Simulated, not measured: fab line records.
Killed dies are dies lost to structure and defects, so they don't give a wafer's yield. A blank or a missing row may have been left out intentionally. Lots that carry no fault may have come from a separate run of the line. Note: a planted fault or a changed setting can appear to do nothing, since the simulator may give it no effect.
Which of the tools did it? -- flow gf180mcu -- 6 lots with 18 wafers sampled at 3 steps, on a route of 602 steps

== WHAT EACH GAUGE READ, for each wafer ==
GF_VT_IMPLANT_OVL_MEAS_29.
lot,measured,on,VT_IMPLANT_02_OVL (nm)
L742,day 7 18:06,overlay-02,-0.7 0.3 0.2
L745,day 8 10:45,overlay-02,-3.1 -2.1 -1.6
L748,day 9 06:29,overlay-02,0.3 -0.3 -0.9
L750,day 9 16:36,overlay-01,0.7 0.5 0.0
L754,day 10 18:07,overlay-02,-0.9 -2.7 -1.2
L758,day 11 21:22,overlay-01,1.0 1.7 0.7

== EACH LOT AND THE TOOL THAT RAN IT (in order: tool; ch and the chambers of the sampled wafers; start) ==
lot,GF_STI_ETCH_14,GF_STI_STRIP_15
L742,"rie_si-02 ch 1,2,3, day 2 14:30","plasma_asher-03 ch 0,1, day 2 14:34"
L745,"rie_si-01 ch 1,2,3, day 3 06:05","plasma_asher-04 ch 0,1, day 3 06:10"
L748,"rie_si-02 ch 0,2,3, day 3 20:17","plasma_asher-04 ch 0,1, day 3 20:22"
L750,"rie_si-02 ch 0,2,3, day 4 05:08","plasma_asher-04 ch 0,1, day 4 05:13"
L754,"rie_si-01 ch 0,2,3, day 5 01:59","plasma_asher-01 ch 0,1, day 5 02:04"
L758,"rie_si-02 ch 0,1,2, day 5 23:11","plasma_asher-01 ch 1, day 5 23:16"
- GF_STI_ETCH_14: etches Si in HBr/Cl2/O2, target depth 360 nm, time 102.9 s.
- GF_STI_STRIP_15: strips in O2/N2.

== THE ANSWER, worked out from the rows above alone ==
Rule: what is usual is taken from the lots themselves. The widest of any qualifying gaps counts: lots, ordered by their means at a reading, are off when they make up no more than a third of the lots, leave a main group of 4 or more, and stand apart from it by 3 or more times the standard deviation of that group's means. Not used: any main group whose means are identical at the precision the tables above print for the reading. A lot without any number at a reading at which 4 lots or more have one is off too. The other lots that the step has rows for count as sound.
No lot is off on any of the readings shown, so nothing can be concluded from this.

== WHAT THE SIMULATOR HAD PUT IN ==
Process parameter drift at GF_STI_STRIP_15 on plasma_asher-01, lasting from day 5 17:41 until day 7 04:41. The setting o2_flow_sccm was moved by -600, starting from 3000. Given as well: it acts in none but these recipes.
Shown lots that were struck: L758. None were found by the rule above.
